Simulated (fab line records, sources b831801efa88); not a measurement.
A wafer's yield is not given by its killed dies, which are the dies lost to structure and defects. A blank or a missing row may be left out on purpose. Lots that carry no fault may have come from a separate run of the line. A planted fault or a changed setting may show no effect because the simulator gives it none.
Which tool is to blame? ; flow sky130 ; 13 lots, 39 wafers sampled, at 4 steps of a route of 708

## WHAT THE GAUGES SHOWED, per wafer
SKY_FIELD_ISO_THK_MEAS_02. Usual: FIELD_ISO_OXIDATION_00_THK 12.17 nm, standard deviation 0.26.
lot;measured;on;FIELD_ISO_OXIDATION_00_THK (nm);flag
L166;day 1 11:41;film_metro-03;12.41 12.24 12.52;
L167;day 1 16:42;film_metro-04;11.78 11.98 11.82;
L169;day 2 02:57;film_metro-03;11.93 12.06 11.95;
L170;day 2 08:31;film_metro-03;12.13 12.22 12.30;
L171;day 2 13:29;film_metro-01;12.66 12.54 12.46;
L173;day 3 00:04;film_metro-04;12.27 12.35 12.03;
L174;day 3 03:38;film_metro-01;11.90 12.02 12.13;
L175;day 3 08:38;film_metro-03;12.58 12.41 12.33;
L176;day 3 13:38;film_metro-03;12.00 11.97 11.99;
L185;day 5 10:38;film_metro-04;12.00 12.05 12.11;
L186;day 5 20:07;film_metro-04;12.18 12.04 11.97;
L187;day 6 03:07;film_metro-03;12.26 12.25 12.20;
L189;day 6 14:07;film_metro-03;12.25 11.92 12.06;

SKY_LDD_LDN_OVL_MEAS_07. Usual: LDD_LDN_OVL 0.8 nm, standard deviation 1.4.
lot;measured;on;LDD_LDN_OVL (nm);flag
L166;day 22 23:42;overlay-01;1.5 1.2 1.5;
L167;day 22 22:50;overlay-02;-1.2 -1.4 -2.2;
L169;day 23 21:05;overlay-01;1.6 2.4 2.9;
L170;day 24 08:59;overlay-02;1.1 1.0 1.4;
L171;day 24 18:07;overlay-01;0.8 0.0 1.5;
L173;day 25 14:36;overlay-02;2.0 -0.9 -0.5;
L174;day 25 12:02;overlay-01;3.1 1.8 3.6;
L175;day 26 02:31;overlay-02;1.4 0.9 1.5;
L176;day 26 13:56;overlay-01;0.9 -1.8 -2.1;
L185;day 29 22:20;overlay-02;4.1 3.7 4.1;
L186;day 30 01:47;overlay-01;1.6 -0.1 1.9;
L187;day 30 10:33;overlay-02;0.2 0.3 0.9;
L189;day 31 03:44;overlay-01;0.6 1.4 1.7;

## EACH LOT AND THE TOOL THAT RAN IT (in order: tool; ch and the chambers of the sampled wafers; start)
lot;SKY_FIELD_ISO_WET_ETCH_21;SKY_VT_ADJUST_LVTN_STRIP_20
L166;wet_bench-01 ch 3, day 2 07:05;plasma_asher-03 ch 0,1, day 7 18:41
L167;wet_bench-04 ch 1, day 2 10:14;plasma_asher-01 ch 0,1, day 7 20:38
L169;wet_bench-01 ch 3, day 2 20:41;plasma_asher-03 ch 0,1, day 8 10:41
L170;wet_bench-01 ch 1, day 3 02:47;plasma_asher-04 ch 0,1, day 8 19:50
L171;wet_bench-02 ch 1, day 3 08:00;plasma_asher-04 ch 0,1, day 9 02:53
L173;wet_bench-04 ch 1, day 3 18:23;plasma_asher-04 ch 0,1, day 9 18:47
L174;wet_bench-02 ch 3, day 3 23:08;plasma_asher-03 ch 0,1, day 9 20:02
L175;wet_bench-01 ch 3, day 4 03:50;plasma_asher-03 ch 0,1, day 10 02:50
L176;wet_bench-01 ch 2, day 4 10:09;plasma_asher-03 ch 0,1, day 10 13:08
L185;wet_bench-01 ch 1, day 6 06:53;plasma_asher-01 ch 0,1, day 13 09:53
L186;wet_bench-01 ch 1, day 6 16:59;plasma_asher-04 ch 0,1, day 13 15:31
L187;wet_bench-02 ch 3, day 6 23:14;plasma_asher-03 ch 0,1, day 13 21:42
L189;wet_bench-04 ch 3, day 7 11:23;plasma_asher-03 ch 0,1, day 14 14:49
- SKY_FIELD_ISO_WET_ETCH_21: etches SiO2 in dHF, target depth 20 nm, time 400 s.
- SKY_VT_ADJUST_LVTN_STRIP_20: strips in O2/N2.

## AS READ BY THE TOOLS THEMSELVES (means over the sampled wafers that have a number; for cases with no such wafer, the mark the record gives instead)
SKY_FIELD_ISO_WET_ETCH_21. Usual: bath_heat_duty_pct 6.5 %, standard deviation 0.68; run_length_s 427 s, standard deviation 3.2; temp_c 25.01 C, standard deviation 0.11.
lot;tool;bath_heat_duty_pct (%);run_length_s (s);temp_c (C);flag
L166;wet_bench-01;6.5;424;24.99;
L167;wet_bench-04;6.6;426;25.12;
L169;wet_bench-01;6.7;425;25.09;
L170;wet_bench-01;6.6;426;25.01;
L171;wet_bench-02;5.2;435;25.04;
L173;wet_bench-04;6.0;425;24.96;
L174;wet_bench-02;7.3;425;25.08;
L175;wet_bench-01;6.4;425;24.82;
L176;wet_bench-01;6.8;434;24.94;
L185;wet_bench-01;6.7;387;24.85;OFF
L186;wet_bench-01;6.1;381;24.97;OFF
L187;wet_bench-02;6.7;425;24.99;
L189;wet_bench-04;7.8;424;25.12;

SKY_VT_ADJUST_LVTN_STRIP_20. Usual: drypump_motor_current_A 5.56 A, standard deviation 0.24; oes_product_au 0.716 a.u., standard deviation 0.0044; strip_time_to_endpoint_s 14.18 s, standard deviation 0.033.
lot;tool;drypump_motor_current_A (A);oes_product_au (a.u.);strip_time_to_endpoint_s (s);flag
L166;plasma_asher-03;5.61;0.712;14.20;
L167;plasma_asher-01;5.32;0.719;14.20;
L169;plasma_asher-03;5.61;0.713;14.20;
L170;plasma_asher-04;5.59;0.715;14.21;
L171;plasma_asher-04;5.59;0.714;14.17;
L173;plasma_asher-04;5.60;0.717;14.16;
L174;plasma_asher-03;5.78;0.716;14.17;
L175;plasma_asher-03;5.78;0.714;14.17;
L176;plasma_asher-03;5.78;0.717;14.10;
L185;plasma_asher-01;5.40;0.713;14.21;
L186;plasma_asher-04;5.59;0.716;14.19;
L187;plasma_asher-03;5.60;0.715;14.19;
L189;plasma_asher-03;5.62;0.719;14.18;

## THE ANSWER, worked out from the rows above alone
Rule: a lot is off if the mean of its wafers that have a number lies more than 3 standard deviations from the usual mean. A lot without any number at a reading at which 4 lots or more have one is off too. The other lots that the step has rows for count as sound. First the gauges in route order, then the tools' own readings, where a lot's mean is used as printed above. The first step at which some lot is off is used, and at that step the reading that is off furthest; a lot without a number counts as furthest.
Off: L185, L186 (SKY_FIELD_ISO_WET_ETCH_21, run_length_s).
If a tool, at that step or one of the process steps before it, ran each lot that is off and ran no sound lot following the first of them, it fits. One fits: wet_bench-01 at SKY_FIELD_ISO_WET_ETCH_21. Its last sound lot is L176 (day 4 10:09), its first lot that is off L185 (day 6 06:53): a fault that began between those two fits.
The tool's own readings at SKY_FIELD_ISO_WET_ETCH_21 bear it out: on the lots that are off they differ by more than 5 times the standard deviation of the sound lots' means. run_length_s reads 384 s there against 427 s on the sound lots.

## WHAT THE SIMULATOR HAD PUT IN
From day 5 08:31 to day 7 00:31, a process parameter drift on wet_bench-01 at SKY_FIELD_ISO_WET_ETCH_21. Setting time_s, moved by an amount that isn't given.
Struck lots among those shown: L185, L186. The rule above reached the same finding.
